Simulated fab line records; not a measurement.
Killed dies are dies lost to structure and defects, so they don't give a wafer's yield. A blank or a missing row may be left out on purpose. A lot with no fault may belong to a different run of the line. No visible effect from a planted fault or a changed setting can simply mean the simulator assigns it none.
Chamber matching || flow gf180mcu || GF_SAB_ETCH_11 on rieDiel-02 has 4 sister chambers
The step etches SiO2 in C4F8/O2/Ar, target depth 55 nm, time 8.5 s. 4 wafers are shown with their chamber, then 8 later ones without.

== WAFERS PAIRED WITH THEIR CHAMBERS ==
{"wafer": "L313.2", "chamber": 3, "oesProductAu (a.u.)": 0.983}
{"wafer": "L318.2", "chamber": 2, "oesProductAu (a.u.)": 0.998}
{"wafer": "L318.3", "chamber": 0, "oesProductAu (a.u.)": 0.996}
{"wafer": "L319.1", "chamber": 1, "oesProductAu (a.u.)": 1.010}

== WAFERS WITHOUT THEIR CHAMBER ==
{"wafer": "L319.3", "oesProductAu (a.u.)": 0.996}
{"wafer": "L319.6", "oesProductAu (a.u.)": 0.993}
{"wafer": "L321.2", "oesProductAu (a.u.)": 1.010}
{"wafer": "L321.3", "oesProductAu (a.u.)": 0.987}
{"wafer": "L321.4", "oesProductAu (a.u.)": 1.013}
{"wafer": "L325.2", "oesProductAu (a.u.)": 1.000}
{"wafer": "L325.3", "oesProductAu (a.u.)": 1.005}
{"wafer": "L325.4", "oesProductAu (a.u.)": 0.989}

== THE CHAMBER EACH PASSED THROUGH ==
{"wafer": "L319.3", "from the rows above": "can't be placed: 0 or 2", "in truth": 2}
{"wafer": "L319.6", "from the rows above": "can't be placed: 0 or 2 or 3", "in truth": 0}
{"wafer": "L321.2", "from the rows above": 1, "in truth": 1}
{"wafer": "L321.3", "from the rows above": "can't be placed: 3 or 0 or 2", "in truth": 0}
{"wafer": "L321.4", "from the rows above": 1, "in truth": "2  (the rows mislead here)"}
{"wafer": "L325.2", "from the rows above": "can't be placed: 2 or 0", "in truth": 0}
{"wafer": "L325.3", "from the rows above": "can't be placed: 1 or 2 or 0", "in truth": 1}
{"wafer": "L325.4", "from the rows above": "can't be placed: 3 or 0 or 2", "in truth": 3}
Correctly placed: 1 of 8. From these rows, 6 cannot be placed; in 6 the true chamber is one of the candidates. Number placed wrongly: 1.
How it was worked out, from the rows above alone: a wafer's distance from a chamber is the root of the sum, over the readings, of the square of ((its reading less the chamber's mean) divided by the reading's scatter). The wafer belongs to the nearest chamber; if the next one is less than 2 further off, it can't be placed. For every chamber, the mean is computed from those of its wafers that are shown. The scatter (one wafer shown for each chamber): square how far every hidden wafer sits from the nearest shown wafer, average those squares and take the square root.
